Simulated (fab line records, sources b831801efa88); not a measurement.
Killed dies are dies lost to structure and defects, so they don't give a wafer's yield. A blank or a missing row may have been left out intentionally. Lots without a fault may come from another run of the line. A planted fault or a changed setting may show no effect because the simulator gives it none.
Chamber matching | flow gf180mcu | cmp-01 running GF_V4_CMP_04: 4 sister chambers
The step polishes SiO2. 16 wafers are shown with their chamber, then 8 later ones without.

EACH WAFER AND ITS CHAMBER
wafer  | chamber | motor_current_A (A) | edge_zone_pressure_frac | time_to_endpoint_s (s)
L158.2 | 0       | 11.9                | 0.998                   | 71
L158.4 | 2       | 13.8                | 0.994                   | 78
L158.6 | 1       | 14.0                | 1.001                   | 74
L169.3 | 2       | 13.9                | 0.992                   | 74
L169.5 | 0       | 12.2                | 1.004                   | 70
L169.6 | 3       | 14.4                | 1.000                   | 75
L171.2 | 0       | 12.0                | 1.006                   | 75
L171.4 | 3       | 14.0                | 1.007                   | 84
L171.6 | 0       | 11.6                | 1.002                   | 80
L175.2 | 3       | 13.2                | 1.003                   | 79
L175.4 | 2       | 14.2                | 1.003                   | 83
L175.6 | 3       | 13.3                | 1.005                   | 79
L176.2 | 3       | 12.8                | 1.001                   | 77
L176.5 | 2       | 13.8                | 1.007                   | 81
L176.6 | 1       | 14.4                | 0.997                   | 80
L177.4 | 1       | 13.9                | 0.995                   | 82

SIGNATURES, as means of the wafers listed above
reading                 | chamber 0 | chamber 1 | chamber 2 | chamber 3 | scatter within a chamber
motor_current_A         | 11.925    | 14.100    | 13.925    | 13.540    | 0.419
edge_zone_pressure_frac | 1.00250   | 0.99767   | 0.99900   | 1.00320   | 0.00448
time_to_endpoint_s      | 74.00     | 78.67     | 79.00     | 78.80     | 3.95
Rule: for each reading, subtract the chamber's mean from the wafer's reading, divide by that reading's scatter and square the result; add these up over the readings and take the root, which gives the wafer's distance from the chamber. The wafer belongs to the nearest chamber; if the next one is less than 2 further off, it can't be placed. The scatter: take each reading less its chamber's mean, square it, sum over the shown wafers, divide by the number of wafers less the number of chambers, and take the root.

WAFERS MISSING THEIR CHAMBER
wafer  | motor_current_A (A) | edge_zone_pressure_frac | time_to_endpoint_s (s)
L177.5 | 14.4                | 0.993                   | 79
L177.6 | 14.6                | 0.998                   | 81
L180.2 | 14.2                | 0.993                   | 72
L180.5 | 12.4                | 1.003                   | 80
L180.6 | 13.3                | 1.011                   | 86
L181.1 | 11.9                | 1.000                   | 77
L181.2 | 14.1                | 0.997                   | 73
L181.3 | 13.4                | 1.002                   | 84

EACH ONE'S CHAMBER
wafer  | from the rows above          | in truth
L177.5 | can't be placed: 1 or 2 or 3 | 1
L177.6 | can't be placed: 1 or 2 or 3 | 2
L180.2 | can't be placed: 1 or 2 or 3 | 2
L180.5 | can't be placed: 0 or 3 or 2 | 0
L180.6 | can't be placed: 3 or 2 or 1 | 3
L181.1 | 0                            | 0
L181.2 | can't be placed: 1 or 2 or 3 | 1
L181.3 | can't be placed: 3 or 2 or 1 | 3
Placed correctly: 1 of 8. Can't be placed from these rows: 7 (the true chamber is among the candidates in 7). Wrongly placed: 0.
